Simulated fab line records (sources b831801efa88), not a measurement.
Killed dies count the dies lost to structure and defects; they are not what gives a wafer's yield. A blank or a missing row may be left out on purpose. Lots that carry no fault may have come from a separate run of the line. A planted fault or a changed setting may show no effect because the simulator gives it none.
Comparing a struck lot with a sound one | flow sky130 | 17 out of 708 route steps
Sound: wafers L563.1, L563.5, L563.6. Struck: wafers L576.2, L576.3, L576.6. The cause is named last.
At each step with rows: each side's tool, then ch and its chambers, then its first start. Under that, the readings that differ: sound wafers | struck wafers | difference of the means | sigmas: that difference in standard deviations of wafers without a fault.
alike: same words and numbers on both sides, and readings whose means sit less than 2 such deviations apart. not compared: any withheld reading, any reading some wafer has no value for, any bound like >300 that may hide the same value, and any number with overlapping values for which the record gives no deviation.
A row with sigmas, a row that says differs or no value, or rows on one side alone: a step with any of these is where the two part. Numbers that don't overlap but have no deviation are shown without sigmas and don't part them. Lack of a reading on every wafer of one side parts them only where that side has two or more wafers.

SKY_LDD_HVP_TW_MEAS_10:
  sound on film_metro-02, day 23 06:05; struck on film_metro-03, day 27 18:40
  reading    | sound       | struck      | difference | sigmas
  LDD_HVP_TW | 463 463 462 | 453 454 450 | -10        | -2
then, 7 steps without rows for these wafers: SKY_LDD_LDN_DEHYDRATE_00 (time 60 s); SKY_LDD_LDN_HMDS_01 (prime time 60 s); SKY_LDD_LDN_COAT_02 (resist thk 1140 nm); SKY_LDD_LDN_SOFTBAKE_03 (time 60 s); SKY_LDD_LDN_EXPOSE_04 (exposes mask LDNTM, target cd 700 nm); SKY_LDD_LDN_PEB_05; SKY_LDD_LDN_DEVELOP_06 (develop time 60 s).
SKY_LDD_LDN_OVL_MEAS_07:
  sound on overlay-02, day 24 11:33; struck on overlay-01, day 28 23:29
  alike: LDD_LDN_OVL
then, 3 steps without rows for these wafers: SKY_LDD_LDN_IMPLANT_08; SKY_LDD_LDN_IMPLANT_09; SKY_LDD_LDN_IMPLANT_10.
SKY_LDD_LDN_IMPLANT_11:
  sound on implanter-02 ch 0, day 24 12:02; struck on implanter-04 ch 0, day 29 00:26
  alike: beam_on_s
SKY_LDD_LDN_STRIP_12: strips in O2/N2.
  sound on plasma_asher-03 ch 0,1, day 24 12:11; struck on plasma_asher-03 ch 0,1, day 29 00:45
  alike: chamber_pressure_mTorr, drypump_motor_current_A, oes_product_au, strip_time_to_endpoint_s
  not compared: rf_hours_counter_h
SKY_LDD_LDN_TW_MEAS_13:
  sound on film_metro-01, day 24 12:17; struck on film_metro-02, day 29 00:52
  reading    | sound          | struck         | difference | sigmas
  LDD_LDN_TW | 1476 1475 1469 | 1589 1588 1586 | +114       | +10
then, 1 step without rows for these wafers: SKY_LDD_LDN_CLEAN_14 (cleans in SC1/SC2, time 150 s).
-- record jumps: 21 days separate the struck wafers' starts on either side; left off in module LDD_LDN, taken up again in module PAD_OPEN, whose first shown step is the route's number 708 --
SKY_PAD_OPEN_PROBE_99:
  sound on prober-02, day 46 23:08; struck on prober-02, day 49 21:35
  reading                         | sound          | struck         | difference | sigmas
  model.etest.tip_sonos.rs_ohm_sq | 2714 2724 2690 | 2317 2330 2330 | -384       |
  alike: killed_at_M0_to_M3, killed_at_M4_up, killed_at_contacts, killed_at_front_end, killed_at_other, killed_dies, killed_open, killed_short

== WHERE THEY PART ==
At SKY_LDD_HVP_TW_MEAS_10 first; at SKY_LDD_LDN_TW_MEAS_13 last (within this record only). Later steps at which nothing parts them and some readings are alike: SKY_PAD_OPEN_PROBE_99.

WHY: the cause the simulator had injected
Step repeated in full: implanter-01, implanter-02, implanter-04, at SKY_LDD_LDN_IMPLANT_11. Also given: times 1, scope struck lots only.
